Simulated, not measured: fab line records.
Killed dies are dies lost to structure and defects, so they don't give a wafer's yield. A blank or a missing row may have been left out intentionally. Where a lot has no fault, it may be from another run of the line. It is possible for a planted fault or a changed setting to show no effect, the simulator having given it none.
Code-filled problem report in 8D (eight disciplines) form	flow sfq_line	the parts of the form that need people (team, actions taken, sign-off) are left out

1. WHAT WENT WRONG
Wafers without a fault read 80.00 W, standard deviation 0.24; bias_w at SFQ_TRILAYER_I0_VIA_ETCH_VIA_ETCH_034 reads a mean of 77.78 W on 2 wafers belonging to 2 lots. That puts it -9.2 standard deviations away from the usual mean.
The step: etches SiO2 in CHF3, stops on Nb, target depth 260 nm.
First seen on wafer L593.1, day 13 22:50, on rie_diel-02. The record has a number at this step for 42 wafers belonging to 14 lots. By rule, "out" or "out of limits" means more than 4 standard deviations away from the usual mean. The rest of the wafers with a number are treated as sound.

2. WHAT IT IS, AND WHAT IT ISN'T
question	is	is not
which readings at this step	bias_w	drypump_motor_current_A, oes_product_au
which lots	L593, L596	L581, L582, L583, L584, L585, L586, L588, L589, L598, L602, L603, L604
which wafers of those lots	L593.1, L596.4	L593.3, L593.4, L596.2, L596.6
read on which tools	rie_diel-02	rie_diel-03, rie_diel-04
when	from day 13 22:50	up to then (26 sound wafers); but 14 sound wafers of L596, L598, L602, L603, L604 came after

3. SUSPECTS, AND WHAT RULES EACH OUT
Counting: if a tool at a process step up to the reading ran every lot that is out, it stays a suspect. Sound lots after the first of them don't rule it out here, since some wafers of a struck lot are sound.
- rie_metal-02 at SFQ_TRILAYER_M0_STRIP_STRIP_025 (strips in O2): kept. It ran every lot that is out, first L593 (day 8 23:57); its last sound lot up to then is L585 (day 6 19:38).
- rie_diel-02 at SFQ_TRILAYER_I0_VIA_ETCH_VIA_ETCH_034 (etches SiO2 in CHF3, stops on Nb, target depth 260 nm): kept. It ran every lot that is out, first L593 (day 13 22:50); its last sound lot up to then is L589 (day 12 16:22). Its own bias_w readings are out on those wafers.
- rie_diel-02, SFQ_TRILAYER_I0_VIA_ETCH_VIA_ETCH_034: wafers that are out in chamber 3, sound lot-mates in chambers 0, 1, 2.
What counting leaves: rie_metal-02 at SFQ_TRILAYER_M0_STRIP_STRIP_025 and rie_diel-02 at SFQ_TRILAYER_I0_VIA_ETCH_VIA_ETCH_034.

4. THE CAUSE (what the simulator had put in)
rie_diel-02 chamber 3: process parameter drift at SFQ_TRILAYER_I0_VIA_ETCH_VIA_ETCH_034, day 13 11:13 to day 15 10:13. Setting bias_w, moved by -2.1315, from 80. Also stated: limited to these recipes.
Of the 2 suspects that counting leaves, this tool is one.

5. THE EFFECT CHAIN, in route order
One row per reading whose mean, taken over the struck wafers that have a number, lies over 3 standard deviations from the usual. Only readings for which the record gives a usual standard deviation are gone through. hours: the time from each lot's start at the first step in this table that gives one to its start at this step, as a median over the lots. sigmas: the change in usual standard deviations.
hours	step	reading	usual	on struck wafers	change	sigmas
0	SFQ_TRILAYER_I0_VIA_ETCH_VIA_ETCH_034	bias_w	80.00 W	77.78	-2.22	-9.2
Its process steps:
- SFQ_TRILAYER_I0_VIA_ETCH_VIA_ETCH_034: etches SiO2 in CHF3, stops on Nb, target depth 260 nm.

6. WHAT WOULD HAVE CAUGHT IT SOONER
In this record no reading fell out of limits until day 13 22:50, 12 hours after the fault had begun at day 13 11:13.
